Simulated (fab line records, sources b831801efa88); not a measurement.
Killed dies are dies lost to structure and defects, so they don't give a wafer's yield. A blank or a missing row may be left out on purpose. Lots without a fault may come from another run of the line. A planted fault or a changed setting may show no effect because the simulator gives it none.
fab line records | flow sky130
record lots=11 wafers=33 last_day=50
route steps=708 shown FIELD_ISO@1 NWELL@34 PAD_OPEN@708
lots that met no fault: from a run of the same line without faults
start_h: hours from the record's first day to the start of the lot's first wafer shown | wait_h: hours since the lot's step before | " the same as in the row above | L1.1+2: a row that stands for several wafers | - no value, or no start given | * or withheld: withheld | < > ~ a bound
route shown NAME@n: a module of which the file shows steps, and the number in the route of the first | usual: mean/standard deviation of fault-free wafers | same: alike in all rows | chamber/n: place in a boat | sites: the reading at each site | _std_site: their standard deviation | _edge_site: outer sites' mean less inner sites' | radius_mm: how far each site lies from the wafer's centre | mask NAME#n: copy n | behind: the tool/chamber that last shaped the wafer | hold: why the lot was held/for how many hours/how that ended | device: the transistor (n, p or np) that didn't switch | end of line: the same wafers' tests at the end of the route | a step without rows: its recipe alone | killed: dies lost to structure and defects at the first sort, not the wafer's yield | map: a wafer's dies, x killed, . not, _ none there
set.NAME: the setting as run; set.NAME@STEP: as run at that earlier step | model.NAME: the simulator's own value behind a step, which no gauge read
steps of the route over a sample of lots; a table a step, a row a wafer
services: from which hour (start_h, from the record's first day; less than 0 if before it) a tool's chamber was out of use, for how many hours, and why
## steps
# step SKY_FIELD_ISO_BOW_MEAS_00
# recipe mode=bow
# usual INCOMING_BOW=0/6.3
# columns lot.wafer tool chamber start_h wait_h INCOMING_BOW[um]
L505.3 film_metro-04 - 10.04 - 0
L505.4 " - " " 1
L505.5 " - " " -2
L506.3 film_metro-02 - 15.04 - 14
L506.4 " - " " 2
L506.6 " - " " -10
L507.1 film_metro-03 - 20.00 - -1
L507.2 " - " " -2
L507.3 " - " " -3
L508.2 film_metro-03 - 25.02 - 3
L508.4 " - " " -7
L508.5 " - " " -2
L509.2 film_metro-02 - 30.02 - -5
L509.3 " - " " 0
L509.4 " - " " 7
L510.4 film_metro-04 - 35.06 - 6
L510.5 " - " " 1
L510.6 " - " " -15
L511.2 film_metro-04 - 40.02 - -4
L511.5 " - " " -7
L511.6 " - " " -1
L512.2 film_metro-04 - 45.02 - 7
L512.4 " - " " -1
L512.6 " - " " 4
L521.1 film_metro-03 - 90.00 - 10
L521.3 " - " " 1
L521.5 " - " " -6
L523.1 film_metro-04 - 100.00 - -14
L523.4 " - " " -2
L523.6 " - " " -1
L526.2 film_metro-04 - 115.02 - 4
L526.5 " - " " -2
L526.6 " - " " 8
# step SKY_FIELD_ISO_CVD_03
# recipe material=Si3N4 precursor=DCS/NH3 target_thk_nm=165 temp_c=770 time_s=2830 pressure_mtorr=250
# usual pressure_mtorr=250.0/0.51 spike_tc_lower_C=770.7/0.96 zone_power_top_pct=29.12/0.29
# columns lot.wafer tool chamber start_h wait_h pressure_mtorr spike_tc_lower_C zone_power_top_pct
L505.3 lpcvd-02 0 12.47 0.4 250.7 770.9 29.02
L505.4 " 0 " " 249.5 771.3 29.10
L505.5 " 0 " " 249.4 768.9 29.37
L506.3 lpcvd-02 0 18.62 1.0 250.6 770.6 29.29
L506.4 " 0 " " 250.5 770.3 28.98
L506.6 " 0 " " 250.7 770.6 29.39
L507.1 lpcvd-02 1 24.02 2.4 250.9 769.7 29.12
L507.2 " 1 " " 249.9 769.8 28.89
L507.3 " 1 " " 249.8 770.2 29.10
L508.2 lpcvd-02 0 27.38 0.0 250.2 769.4 29.50
L508.4 " 0 " " 249.9 769.8 29.06
L508.5 " 0 " " 250.5 769.5 28.86
L509.2 lpcvd-02 1 33.55 0.9 250.5 770.3 29.59
L509.3 " 1 " " 249.9 769.9 28.77
L509.4 " 1 " " 249.9 769.5 28.99
L510.4 lpcvd-02 0 36.96 0.0 250.8 770.7 28.95
L510.5 " 0 " " 250.9 770.6 29.11
L510.6 " 0 " " 250.1 769.5 29.09
L511.2 lpcvd-02 0 43.72 1.1 250.3 771.0 29.48
L511.5 " 0 " " 250.1 770.1 29.00
L511.6 " 0 " " 250.0 769.4 29.46
L512.2 lpcvd-02 0 48.82 0.8 251.0 770.3 28.98
L512.4 " 0 " " 250.3 770.4 29.12
L512.6 " 0 " " 250.2 770.2 28.77
L521.1 lpcvd-02 1 91.69 0.1 200.6 771.3 28.60
L521.3 " 1 " " 199.8 770.5 29.65
L521.5 " 1 " " 199.9 770.7 29.44
L523.1 lpcvd-02 1 102.04 0.1 200.3 770.7 28.80
L523.4 " 1 " " 200.4 769.9 29.24
L523.6 " 1 " " 200.5 771.2 29.08
L526.2 lpcvd-02 0 117.84 0.0 249.4 772.1 29.41
L526.5 " 0 " " 250.2 772.0 28.76
L526.6 " 0 " " 250.1 770.5 29.26
# step SKY_FIELD_ISO_THK_MEAS_04
# recipe reads=Si3N4_of_FIELD_ISO_CVD_03
# usual FIELD_ISO_CVD_03_THK=166.0/1.7
# columns lot.wafer tool chamber start_h wait_h FIELD_ISO_CVD_03_THK[nm]
L505.3 film_metro-02 - 14.28 0.0 166.3
L505.4 " - " " 167.1
L505.5 " - " " 167.0
L506.3 film_metro-03 - 20.43 0.0 165.5
L506.4 " - " " 164.9
L506.6 " - " " 165.0
L507.1 film_metro-03 - 25.81 0.0 165.3
L507.2 " - " " 165.2
L507.3 " - " " 165.6
L508.2 film_metro-03 - 29.18 0.0 164.1
L508.4 " - " " 164.4
L508.5 " - " " 164.5
L509.2 film_metro-03 - 35.35 0.0 165.4
L509.3 " - " " 164.3
L509.4 " - " " 164.2
L510.4 film_metro-04 - 38.77 0.0 167.9
L510.5 " - " " 168.2
L510.6 " - " " 167.0
L511.2 film_metro-03 - 45.52 0.0 165.7
L511.5 " - " " 164.3
L511.6 " - " " 166.8
L512.2 film_metro-03 - 50.62 0.0 166.2
L512.4 " - " " 164.0
L512.6 " - " " 166.3
L521.1 film_metro-03 - 93.48 0.0 156.2
L521.3 " - " " 154.9
L521.5 " - " " 155.4
L523.1 film_metro-04 - 103.83 0.0 156.5
L523.4 " - " " 157.6
L523.6 " - " " 157.6
L526.2 film_metro-02 - 119.64 0.0 166.6
L526.5 " - " " 166.9
L526.6 " - " " 168.7
# step SKY_FIELD_ISO_ETCH_15
# recipe chemistry=CHF3/O2 target_depth_nm=180 stop_on=Si source_w=600 bias_w=200 pressure_mtorr=40 chf3_flow_sccm=50 O2_flow_sccm=5 time_s=72
# usual drypump_motor_current_A=5.7/0.47 oes_product_au=0.949/0.0074 rf_fwd_power_W=596.4/2.4 throttle_valve_pct=8.844/0.0086
# columns lot.wafer tool chamber start_h wait_h drypump_motor_current_A oes_product_au rf_fwd_power_W rf_hours_counter_h throttle_valve_pct
L505.3 rie_diel-04 3 28.43 0.0 6.0 0.948 600.1 167 8.846
L505.4 " 2 " " 5.1 0.948 600.0 8 8.850
L505.5 " 1 " " 5.8 0.954 597.8 - 8.840
L506.3 rie_diel-03 0 34.83 0.0 6.2 0.956 594.9 2 8.836
L506.4 " 0 " " 6.2 0.942 596.6 - 8.859
L506.6 " 1 " " 5.6 0.948 596.7 - 8.851
L507.1 rie_diel-01 1 40.28 0.0 6.1 0.944 597.2 3 8.842
L507.2 " 0 " " 6.0 0.946 596.5 70 8.862
L507.3 " 2 " " 5.9 0.941 595.1 1 8.845
L508.2 rie_diel-01 0 44.63 0.0 6.0 0.942 595.9 70 8.834
L508.4 " 2 " " 5.9 0.950 594.2 1 8.849
L508.5 " 0 " " 6.0 0.943 595.6 - 8.851
L509.2 rie_diel-04 2 50.66 0.0 5.1 0.945 596.2 9 8.841
L509.3 " 1 " " 5.8 0.942 596.5 137 8.843
L509.4 " 3 " " 6.0 0.942 597.1 167 8.852
L510.4 rie_diel-03 1 54.51 0.0 5.6 0.962 600.8 163 8.841
L510.5 " 2 " " 6.2 0.957 599.8 - 8.857
L510.6 " 3 " " 6.0 0.955 595.2 - 8.829
L511.2 rie_diel-01 1 61.28 0.0 6.1 0.944 599.3 3 8.840
L511.5 " 1 " " 6.1 0.945 598.8 - 8.833
L511.6 " 0 " " 6.0 0.956 596.5 - 8.846
L512.2 rie_diel-01 3 66.36 0.0 4.8 0.956 592.5 4 8.858
L512.4 " 0 " " 6.0 0.951 598.6 70 8.850
L512.6 " 0 " " 6.1 0.952 598.1 - 8.839
L521.1 rie_diel-04 0 112.18 0.0 5.1 0.918 594.1 94 8.832
L521.3 " 1 " " 5.8 0.899 597.5 138 8.840
L521.5 " 2 " " 5.1 0.912 594.4 - 8.827
L523.1 rie_diel-01 0 122.46 0.0 6.0 0.929 599.9 71 8.826
L523.4 " 1 " " 6.1 0.921 599.5 4 8.829
L523.6 " 1 " " 6.1 0.920 597.8 - 8.843
L526.2 rie_diel-04 1 139.06 0.0 5.8 0.947 594.9 139 8.853
L526.5 " 1 " " 5.8 0.950 596.9 - 8.857
L526.6 " 0 " " 5.1 0.956 590.8 - 8.844
# step SKY_FIELD_ISO_THK_MEAS_25
# recipe reads=SiO2_of_FIELD_ISO_CVD_24
# usual FIELD_ISO_CVD_24_THK=597/6.1
# columns lot.wafer tool chamber start_h wait_h FIELD_ISO_CVD_24_THK[nm]
L505.3 film_metro-02 - 30.28 0.1 594
L505.4 " - " " 592
L505.5 " - " " 593
L506.3 film_metro-04 - 37.50 0.1 604
L506.4 " - " " 597
L506.6 " - " " 608
L507.1 film_metro-02 - 43.91 0.0 604
L507.2 " - " " 606
L507.3 " - " " 602
L508.2 film_metro-04 - 48.21 0.0 607
L508.4 " - " " 604
L508.5 " - " " 604
L509.2 film_metro-03 - 55.30 0.0 602
L509.3 " - " " 604
L509.4 " - " " 606
L510.4 film_metro-03 - 58.27 0.0 598
L510.5 " - " " 597
L510.6 " - " " 598
L511.2 film_metro-02 - 65.00 0.0 600
L511.5 " - " " 595
L511.6 " - " " 596
L512.2 film_metro-02 - 69.10 0.0 599
L512.4 " - " " 605
L512.6 " - " " 598
L521.1 film_metro-04 - 113.98 0.0 594
L521.3 " - " " 593
L521.5 " - " " 600
L523.1 film_metro-03 - 124.47 0.0 590
L523.4 " - " " 598
L523.6 " - " " 596
L526.2 film_metro-03 - 140.94 0.0 598
L526.5 " - " " 595
L526.6 " - " " 594
# step SKY_NWELL_THK_MEAS_02
# recipe reads=SiO2_of_NWELL_OXIDATION_01
# usual NWELL_OXIDATION_THK=10.07/0.19
# columns lot.wafer tool chamber start_h wait_h NWELL_OXIDATION_THK[nm]
L505.3 film_metro-02 - 35.40 0.0 10.03
L505.4 " - " " 10.00
L505.5 " - " " 10.11
L506.3 film_metro-02 - 42.05 0.0 10.47
L506.4 " - " " 10.62
L506.6 " - " " 10.43
L507.1 film_metro-02 - 50.97 0.0 9.93
L507.2 " - " " 9.99
L507.3 " - " " 9.94
L508.2 film_metro-02 - 56.94 0.0 10.14
L508.4 " - " " 10.36
L508.5 " - " " 10.24
L509.2 film_metro-01 - 63.79 0.0 10.40
L509.3 " - " " 10.32
L509.4 " - " " 10.19
L510.4 film_metro-02 - 63.81 0.0 10.30
L510.5 " - " " 10.19
L510.6 " - " " 10.11
L511.2 film_metro-01 - 69.47 0.0 10.08
L511.5 " - " " 10.38
L511.6 " - " " 10.32
L512.2 film_metro-02 - 73.56 0.0 10.21
L512.4 " - " " 9.98
L512.6 " - " " 10.16
L521.1 film_metro-02 - 118.18 0.0 10.04
L521.3 " - " " 9.95
L521.5 " - " " 9.99
L523.1 film_metro-04 - 128.77 0.0 9.89
L523.4 " - " " 9.79
L523.6 " - " " 9.96
L526.2 film_metro-01 - 144.87 0.0 9.69
L526.5 " - " " 9.70
L526.6 " - " " 9.79
# step SKY_PAD_OPEN_PROBE_99
# usual killed_at_M0_to_M3=43/6.9 killed_at_M4_up=3.1/1.8 killed_at_contacts=24/5.1 killed_at_front_end=15/4.8 killed_at_other=0.3/0.48 killed_dies=86/8.9 killed_open=47/6.8 killed_short=39/6.3
# same gross_dies=492 killed_at_back_side=0
# columns lot.wafer tool chamber start_h wait_h killed_at_M0_to_M3 killed_at_M4_up killed_at_contacts killed_at_front_end killed_at_other killed_dies killed_open killed_short
L509.2 prober-01 - 1114.75 0.1 46 3 35 14 1 99 48 50
L509.3 prober-01 - 1114.80 0.2 58 3 27 11 0 99 56 43
L509.4 prober-01 - 1114.85 0.2 45 2 27 14 1 89 45 44
# killed by level:class
L509.2 CONTACT:geometric_particle:open=15 LI_CONTACT:geometric_particle:open=10 METAL2:geometric_particle:short=10 VIA1:geometric_particle:open=7 METAL1:geometric_particle:short=6 CONTACT:geometric_particle:short=6 VIA3:geometric_particle:open=5 FIELD_ISO:geometric_particle:short=4
L509.3 VIA1:geometric_particle:open=18 LI_CONTACT:geometric_particle:open=9 CONTACT:geometric_particle:open=8 METAL1:geometric_particle:short=8 CONTACT:geometric_particle:short=7 METAL2:geometric_particle:short=7 VIA2:geometric_particle:short=6 VIA1:geometric_particle:short=6
L509.4 CONTACT:geometric_particle:open=12 VIA1:geometric_particle:open=12 METAL2:geometric_particle:short=9 LI_CONTACT:geometric_particle:open=7 METAL1:geometric_particle:short=6 POLY_GATE:geometric_particle:short=4 CONTACT:geometric_particle:short=4 VIA1:geometric_particle:short=4
## services
# columns tool chamber start_h hours kind
rie_diel-01 2 -10.19 1.9 repair
rie_diel-04 - -10.13 0.9 repair
rie_diel-01 2 -3.96 39.2 repair
rie_diel-03 2 4.43 35.2 repair
rie_diel-04 - 38.02 3.1 repair
rie_diel-03 0 57.49 19.6 repair
rie_diel-03 1 57.69 11.8 repair
rie_diel-04 3 83.21 - clean
rie_diel-04 3 83.21 20.3 scheduled_down
rie_diel-04 3 83.21 20.3 vent_cycle
rie_diel-03 1 108.95 - clean
rie_diel-03 1 108.95 27.8 scheduled_down
rie_diel-03 1 108.95 27.8 vent_cycle
rie_diel-01 2 113.32 1.6 repair
## key
first_sign step=SKY_FIELD_ISO_CVD_03 reading=pressure_mtorr direction=down sigmas=97 usual=250.0 struck=200.3
effect step=SKY_FIELD_ISO_THK_MEAS_04 reading=FIELD_ISO_CVD_03_THK direction=down sigmas=5.5 usual=166.0 struck=156.3
effect step=SKY_FIELD_ISO_ETCH_15 reading=oes_product_au direction=down sigmas=4.4 usual=0.949 struck=0.916
met_at SKY_FIELD_ISO_CVD_03
struck_lots L521,L523
struck_wafers L521.1,L521.3,L521.5,L523.1,L523.4,L523.6
tester_left_out L521,L523
not_acting_at SKY_FIELD_ISO_BOW_MEAS_00,SKY_FIELD_ISO_THK_MEAS_25,SKY_NWELL_THK_MEAS_02
onset_between 33.55 91.69
fault kind=process_parameter_drift tool=lpcvd-02 chamber=1 onset_h=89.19 steps=SKY_FIELD_ISO_CVD_03 channel=pressure_mtorr offset=-50 shape=step end_h=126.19 acts_in=these_recipes_only stated=250
# tester_left_out: of these lots the tester's yield and bins aren't shown, on N5 and GAA mostly nor the transistor test; their killed dies are dies lost to structure and defects alone, not to doping, threshold or leakage, so they don't give the yield
